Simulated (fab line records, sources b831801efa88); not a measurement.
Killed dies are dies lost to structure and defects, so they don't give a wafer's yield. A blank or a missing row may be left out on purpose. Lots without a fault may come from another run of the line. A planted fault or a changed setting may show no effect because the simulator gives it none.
Problem report in the 8D (eight disciplines) form, filled by code | flow gf180mcu | the parts of the form that need people (team, actions taken, sign-off) are left out

1. THE PROBLEM
run_length_s at GF_SAB_WET_ETCH_12 reads a mean of 520 s on 3 wafers of 1 lot; wafers without a fault read 468 s with a standard deviation of 3.2. That is +16 standard deviations from the usual mean.
The step: etches SiO2 in dHF, target depth 22 nm, time 440 s.
First seen on wafer L114.1, day 18 22:56, on wet_bench-01. The record holds 39 wafers of 13 lots with a number at this step. Rule for "out", or "out of limits": more than 4 standard deviations from the usual mean. The other wafers with a number count as sound.

2. WHAT IT IS AND WHAT IT IS NOT
question                    | is                     | is not
which readings at this step | run_length_s           | -
which lots                  | L114                   | L110, L113, L120, L121, L122, L124, L125, L126, L127, L128, L129, L130
which wafers of those lots  | all that have a number | -
read on which tools         | wet_bench-01           | wet_bench-02, wet_bench-04
when                        | from day 18 22:56      | up to then (6 sound wafers); but 30 sound wafers of L120, L121, L122, L124, L125, L126, L127, L128, L129, L130 came after

3. SUSPECTS, AND WHAT RULES EACH OUT
Counting: a tool at a process step up to the reading stays a suspect if it ran every lot that is out and no sound lot after the first of them.
- wet_bench-01 at GF_SAB_WET_ETCH_12 (etches SiO2 in dHF, target depth 22 nm, time 440 s): ruled out as a lasting fault. Sound lots L124, L128, L129 ran on it after its first lot that is out, L114 (day 18 22:56).
Left after counting: nothing in the record.

4. THE CAUSE (what the simulator had put in)
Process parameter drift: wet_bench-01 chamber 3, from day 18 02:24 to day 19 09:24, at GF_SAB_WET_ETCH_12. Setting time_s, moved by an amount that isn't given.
Counting ruled it out, wrongly.

5. THE CHAIN OF EFFECTS, in route order
Each row: a reading whose mean over the struck wafers that have a number lies more than 3 standard deviations from the usual. Only readings for which the record gives a usual standard deviation are gone through. hours: the time from each lot's start at the first step in this table that gives one to its start at this step, as a median over the lots. sigmas: the change in usual standard deviations.
hours | step               | reading      | usual | on struck wafers | change | sigmas
0     | GF_SAB_WET_ETCH_12 | run_length_s | 468 s | 520              | +52    | +16
The process steps in it:
- GF_SAB_WET_ETCH_12: etches SiO2 in dHF, target depth 22 nm, time 440 s.
Later measuring or inspecting steps at which every struck wafer that the step has a row for has a number for every such reading, and none has moved that far: GF_V2_BOW_MEAS_05.

6. WHAT WOULD HAVE CAUGHT IT SOONER
In this record the first reading out of limits was taken at day 18 22:56, 21 hours after the fault began at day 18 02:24.
